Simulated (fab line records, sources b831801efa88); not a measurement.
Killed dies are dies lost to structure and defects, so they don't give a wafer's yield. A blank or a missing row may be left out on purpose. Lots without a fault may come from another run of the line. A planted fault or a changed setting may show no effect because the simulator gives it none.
Which tool did it? | flow sky130 | 24 lots, 72 wafers sampled, at 4 steps of a route of 708

WHAT THE GAUGES READ, wafer by wafer
SKY_METAL1_OVL_MEAS_16.
lot  | measured     | on         | METAL1_OVL (nm)
L074 | day 32 13:43 | overlay-01 | 7 4 -1
L075 | day 32 15:34 | overlay-01 | 9 2 2
L076 | day 33 06:44 | overlay-01 | -3 5 -4
L077 | day 33 11:10 | overlay-01 | 16 3 1
L078 | day 33 19:13 | overlay-01 | 11 -3 6
L079 | day 34 02:20 | overlay-02 | -7 -8 -3
L080 | day 34 13:11 | overlay-01 | -8 0 -9
L081 | day 35 00:52 | overlay-01 | 2 6 6
L082 | day 35 22:56 | overlay-02 | 8 1 4
L083 | day 36 15:08 | overlay-01 | 3 -1 6
L084 | day 36 16:17 | overlay-01 | 6 -3 2
L085 | day 37 01:22 | overlay-02 | -7 -5 0
L086 | day 37 10:20 | overlay-01 | 1 4 1
L087 | day 37 14:16 | overlay-01 | 5 15 8
L088 | day 37 15:17 | overlay-01 | 4 8 -8
L089 | day 37 21:20 | overlay-01 | 2 2 -3
L090 | day 37 23:55 | overlay-01 | -9 -1 -5
L092 | day 38 04:53 | overlay-02 | 12 6 -4
L091 | day 38 07:38 | overlay-01 | -4 1 4
L093 | day 39 06:22 | overlay-01 | 5 -1 2
L094 | day 39 12:13 | overlay-02 | 8 6 9
L095 | day 39 14:20 | overlay-02 | 3 -1 -9
L096 | day 39 14:50 | overlay-01 | 5 2 9
L097 | day 39 19:04 | overlay-01 | -2 -2 5

SKY_CAP2M_RS_MEAS_03: measures by four-point-probe.
lot  | measured     | on            | CAP2M_TIN_RS (ohm/sq)
L074 | day 39 10:43 | film_metro-03 | 6.97 7.01 6.99
L075 | day 39 13:01 | film_metro-04 | 6.91 6.95 6.94
L076 | day 40 02:50 | film_metro-03 | 7.14 7.00 7.12
L077 | day 40 07:30 | film_metro-04 | 6.87 6.73 6.73
L078 | day 40 13:26 | film_metro-03 | 6.84 6.95 6.85
L079 | day 40 21:41 | film_metro-01 | 6.95 6.94 6.95
L080 | day 41 06:48 | film_metro-01 | 6.91 6.86 7.06
L081 | day 41 18:50 | film_metro-03 | 6.92 6.94 6.91
L082 | day 42 14:40 | film_metro-01 | 6.77 6.84 6.97
L083 | day 43 03:44 | film_metro-01 | 6.77 6.74 6.84
L084 | day 43 05:57 | film_metro-03 | 6.89 6.94 7.05
L085 | day 43 13:33 | film_metro-04 | 6.93 6.83 6.95
L086 | day 43 21:28 | film_metro-03 | 6.88 6.84 6.92
L087 | day 44 01:50 | film_metro-04 | 6.89 6.95 6.92
L088 | day 44 02:48 | film_metro-03 | 6.87 6.85 6.76
L089 | day 44 07:23 | film_metro-03 | 6.89 6.93 7.02
L090 | day 44 09:58 | film_metro-03 | 7.04 7.06 6.92
L092 | day 44 14:56 | film_metro-04 | 6.94 6.90 6.97
L091 | day 44 18:11 | film_metro-01 | 6.90 6.96 6.98
L093 | day 45 11:22 | film_metro-03 | 6.79 6.80 6.74
L094 | day 45 16:41 | film_metro-03 | 6.87 6.90 7.04
L095 | day 45 18:16 | film_metro-03 | 6.94 6.87 6.89
L096 | day 45 18:29 | film_metro-01 | 6.85 6.96 6.95
L097 | day 45 23:40 | film_metro-03 | 6.80 6.94 6.97

WHICH TOOL RAN EACH LOT (tool, then ch and the chambers of the sampled wafers, then the start)
lot  | SKY_SD_P_STRIP_10                    | SKY_METAL4_SPUTTER_00
L074 | plasma_asher-03 ch 0,1, day 25 05:43 | pvd_sputter-01, day 39 10:22
L075 | plasma_asher-02 ch 0,1, day 25 07:43 | pvd_sputter-01, day 39 12:40
L076 | plasma_asher-02 ch 0,1, day 26 01:55 | pvd_sputter-01, day 40 02:28
L077 | plasma_asher-04 ch 1, day 26 04:25   | pvd_sputter-03, day 40 07:09
L078 | plasma_asher-03 ch 0,1, day 26 13:20 | pvd_sputter-01, day 40 13:05
L079 | plasma_asher-02 ch 0,1, day 26 22:40 | pvd_sputter-02, day 40 21:20
L080 | plasma_asher-04 ch 0,1, day 27 09:40 | pvd_sputter-03, day 41 06:26
L081 | plasma_asher-02 ch 0,1, day 27 22:20 | pvd_sputter-02, day 41 18:28
L082 | plasma_asher-04 ch 0,1, day 28 22:25 | pvd_sputter-03, day 42 14:17
L083 | plasma_asher-02 ch 0,1, day 29 16:54 | pvd_sputter-01, day 43 03:20
L084 | plasma_asher-02 ch 0,1, day 29 17:46 | pvd_sputter-01, day 43 05:35
L085 | plasma_asher-02 ch 0,1, day 30 02:32 | pvd_sputter-02, day 43 13:11
L086 | plasma_asher-04 ch 0,1, day 30 15:08 | pvd_sputter-02, day 43 21:05
L087 | plasma_asher-03 ch 0, day 30 18:24   | pvd_sputter-02, day 44 01:30
L088 | plasma_asher-02 ch 0,1, day 30 18:44 | pvd_sputter-02, day 44 02:24
L089 | plasma_asher-02 ch 0,1, day 30 23:47 | pvd_sputter-01, day 44 07:02
L090 | plasma_asher-03 ch 0,1, day 31 03:43 | pvd_sputter-02, day 44 09:35
L092 | plasma_asher-02 ch 0,1, day 31 08:45 | pvd_sputter-02, day 44 14:32
L091 | plasma_asher-03 ch 0,1, day 31 12:40 | pvd_sputter-01, day 44 17:51
L093 | plasma_asher-03 ch 0,1, day 32 12:44 | pvd_sputter-02, day 45 11:01
L094 | plasma_asher-03 ch 0,1, day 32 18:59 | pvd_sputter-01, day 45 16:20
L095 | plasma_asher-02 ch 0,1, day 32 19:57 | pvd_sputter-01, day 45 17:55
L096 | plasma_asher-04 ch 0,1, day 32 23:13 | pvd_sputter-02, day 45 18:09
L097 | plasma_asher-02 ch 0,1, day 33 02:05 | pvd_sputter-03, day 45 23:19
- SKY_SD_P_STRIP_10: strips in O2/N2.
- SKY_METAL4_SPUTTER_00: material Ti, target thk 15 nm, time 10 s.

WHAT THE TOOLS THEMSELVES READ (means of the sampled wafers that have a number; where no wafer has one, the mark that the record gives instead)
SKY_SD_P_STRIP_10.
lot  | tool            | drypump_motor_current_A (A) | oes_product_au (a.u.) | strip_time_to_endpoint_s (s)
L074 | plasma_asher-03 | 6.0                         | 0.615                 | 17.52
L075 | plasma_asher-02 | 5.0                         | 0.614                 | 17.50
L076 | plasma_asher-02 | 5.4                         | 0.616                 | 17.48
L077 | plasma_asher-04 | 5.7                         | 0.618                 | 17.48
L078 | plasma_asher-03 | 6.0                         | 0.623                 | 17.47
L079 | plasma_asher-02 | 5.4                         | 0.617                 | 17.49
L080 | plasma_asher-04 | 5.8                         | 0.615                 | 17.49
L081 | plasma_asher-02 | 5.4                         | 0.613                 | 17.45
L082 | plasma_asher-04 | 5.8                         | 0.615                 | 17.57
L083 | plasma_asher-02 | 5.4                         | 0.617                 | 17.48
L084 | plasma_asher-02 | 5.0                         | 0.620                 | 17.51
L085 | plasma_asher-02 | 5.0                         | 0.612                 | 17.50
L086 | plasma_asher-04 | 5.8                         | 0.617                 | 17.43
L087 | plasma_asher-03 | 6.2                         | 0.616                 | 17.55
L088 | plasma_asher-02 | 5.4                         | 0.619                 | 17.48
L089 | plasma_asher-02 | 5.0                         | 0.614                 | 17.43
L090 | plasma_asher-03 | 6.1                         | 0.618                 | 17.53
L092 | plasma_asher-02 | 5.4                         | 0.616                 | 17.54
L091 | plasma_asher-03 | 6.0                         | 0.618                 | 17.46
L093 | plasma_asher-03 | 6.1                         | 0.618                 | 17.45
L094 | plasma_asher-03 | 6.0                         | 0.616                 | 17.47
L095 | plasma_asher-02 | 5.0                         | 0.620                 | 17.52
L096 | plasma_asher-04 | 5.9                         | 0.621                 | 17.48
L097 | plasma_asher-02 | 5.4                         | 0.616                 | 17.47

SKY_METAL4_SPUTTER_00.
lot  | tool           | cathode_dc_power_W (W) | chamber_pressure_pa (Pa) | throttle_valve_pct (%)
L074 | pvd_sputter-01 | 3000.3                 | 0.3991                   | 29.3
L075 | pvd_sputter-01 | 3000.7                 | 0.3996                   | 30.2
L076 | pvd_sputter-01 | 2999.4                 | 0.4011                   | 30.2
L077 | pvd_sputter-03 | 2999.6                 | 0.3995                   | 29.6
L078 | pvd_sputter-01 | 2999.5                 | 0.3992                   | 29.5
L079 | pvd_sputter-02 | 2999.1                 | 0.4003                   | 28.6
L080 | pvd_sputter-03 | 2999.9                 | 0.3998                   | 29.5
L081 | pvd_sputter-02 | 2999.6                 | 0.4008                   | 29.8
L082 | pvd_sputter-03 | 3000.2                 | 0.4001                   | 29.8
L083 | pvd_sputter-01 | 2999.7                 | 0.3995                   | 29.8
L084 | pvd_sputter-01 | 3000.2                 | 0.4006                   | 29.7
L085 | pvd_sputter-02 | 3000.0                 | 0.4006                   | 29.4
L086 | pvd_sputter-02 | 3000.3                 | 0.3994                   | 28.8
L087 | pvd_sputter-02 | 3000.2                 | 0.3997                   | 28.8
L088 | pvd_sputter-02 | 2999.7                 | 0.3991                   | 28.5
L089 | pvd_sputter-01 | 3000.5                 | 0.4004                   | 29.0
L090 | pvd_sputter-02 | 3000.3                 | 0.4003                   | 29.0
L092 | pvd_sputter-02 | 3000.1                 | 0.3999                   | 29.0
L091 | pvd_sputter-01 | 2999.6                 | 0.4008                   | 29.0
L093 | pvd_sputter-02 | 2999.9                 | 0.3996                   | 29.0
L094 | pvd_sputter-01 | 3000.0                 | 0.4002                   | 29.0
L095 | pvd_sputter-01 | 2999.7                 | 0.4000                   | 29.7
L096 | pvd_sputter-02 | 2999.8                 | 0.3995                   | 28.4
L097 | pvd_sputter-03 | 2999.7                 | 0.3991                   | 29.5

THE ANSWER, worked out from the rows above alone
Rule: what is usual is taken from the lots themselves. Put in order of their means at a reading, lots are off if they are a third of the lots or fewer, leave a main group of 4 or more, and stand apart from it by a gap of 3 or more times the standard deviation of the main group's means; of several such gaps the widest counts. A main group whose means are all the same, to the digits that the tables above print for the reading, isn't used. A lot without any number at a reading at which 4 lots or more have one is off too. The other lots that the step has rows for count as sound. The gauges are gone through in route order, then the tools' own readings, and for those a lot's mean is taken as printed above. The first step at which some lot is off is used, and at that step the reading that is off furthest; a lot without a number counts as furthest.
No lot is off at any reading shown: from this, nothing can be told.

WHAT THE SIMULATOR HAD PUT IN
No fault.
